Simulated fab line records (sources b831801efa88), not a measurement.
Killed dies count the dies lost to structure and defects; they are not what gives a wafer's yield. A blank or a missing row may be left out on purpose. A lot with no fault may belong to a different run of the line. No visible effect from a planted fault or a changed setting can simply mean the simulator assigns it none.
Problem report, 8D (eight disciplines) form, completed by code    flow sky130    the parts of the form that need people (team, actions taken, sign-off) are left out

1. THE ISSUE
At SKY_CAPM_SPUTTER_02, chamberPressurePa averages 0.4352 Pa over 6 wafers from 2 lots, while fault-free wafers read 0.4001 Pa, standard deviation 0.00085. Relative to the usual mean, that is a shift of +41 standard deviations.
The step: material TiN, target thk 200 nm, time 166.7 s.
First seen on wafer L776.3, day 41 22:25, on pvdSputter-04. The record has a number at this step for 36 wafers belonging to 12 lots. The rule behind "out" and "out of limits": a value lying over 4 standard deviations away from the usual mean. The other wafers with a number count as sound.

2. WHAT IT IS AND WHAT IT IS NOT
question                     is                      is not
which readings at this step  chamberPressurePa       throttleValvePct
which lots                   L776, L781              L762, L763, L764, L766, L767, L768, L769, L770, L771, L778
which wafers of those lots   all that have a number  -
read on which tools          pvdSputter-04           pvdSputter-01, pvdSputter-03
when                         from day 41 22:25       up to then (27 sound wafers); but 3 sound wafers of L778 came after

3. SUSPECTS, AND WHAT RULES EACH OUT
Counting: a tool at any process step up to the reading remains a suspect when it ran all the lots that are out and ran no sound lot after the first of those.
- cmp-01 at SKY_CONTACT_CMP_04 (polishes SiO2): kept. It processed each lot that is out, first L776 at day 36 10:28, and no sound lot thereafter; up to then, the last sound lot it processed was L770 at day 35 16:12.
- pvdSputter-04 at SKY_CAPM_SPUTTER_02 (material TiN, target thk 200 nm, time 166.7 s): kept. It processed each lot that is out, first L776 at day 41 22:25, and no sound lot thereafter; up to then, the last sound lot it processed was L770 at day 41 05:36. On those wafers its own readings are out: chamberPressurePa.
Remaining after the count are cmp-01 at SKY_CONTACT_CMP_04 and pvdSputter-04 at SKY_CAPM_SPUTTER_02.

4. THE CAUSE (what the simulator had put in)
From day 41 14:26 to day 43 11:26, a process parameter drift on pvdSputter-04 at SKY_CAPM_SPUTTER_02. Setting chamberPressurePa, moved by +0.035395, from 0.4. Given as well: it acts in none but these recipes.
2 suspects survive the count, and this tool is in that group.

5. SEQUENCE OF EFFECTS, ordered by route
Each row: a reading where the mean over the struck wafers with a number is more than 3 standard deviations away from the usual. Readings are gone through only where the record gives a usual standard deviation; hours: the median, over the lots, of the time from a lot's start at the first step in this table giving one to that lot's start at this step; sigmas: the change measured in usual standard deviations.
hours  step                 reading            usual      on struck wafers  change   sigmas
0      SKY_CAPM_SPUTTER_02  chamberPressurePa  0.4001 Pa  0.4352            +0.0351  +41
The process steps in it:
- SKY_CAPM_SPUTTER_02: material TiN, target thk 200 nm, time 166.7 s.

6. WHAT WOULD HAVE CAUGHT IT SOONER
8 hours passed between the start of the fault at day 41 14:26 and the first reading out of limits in this record, taken at day 41 22:25.
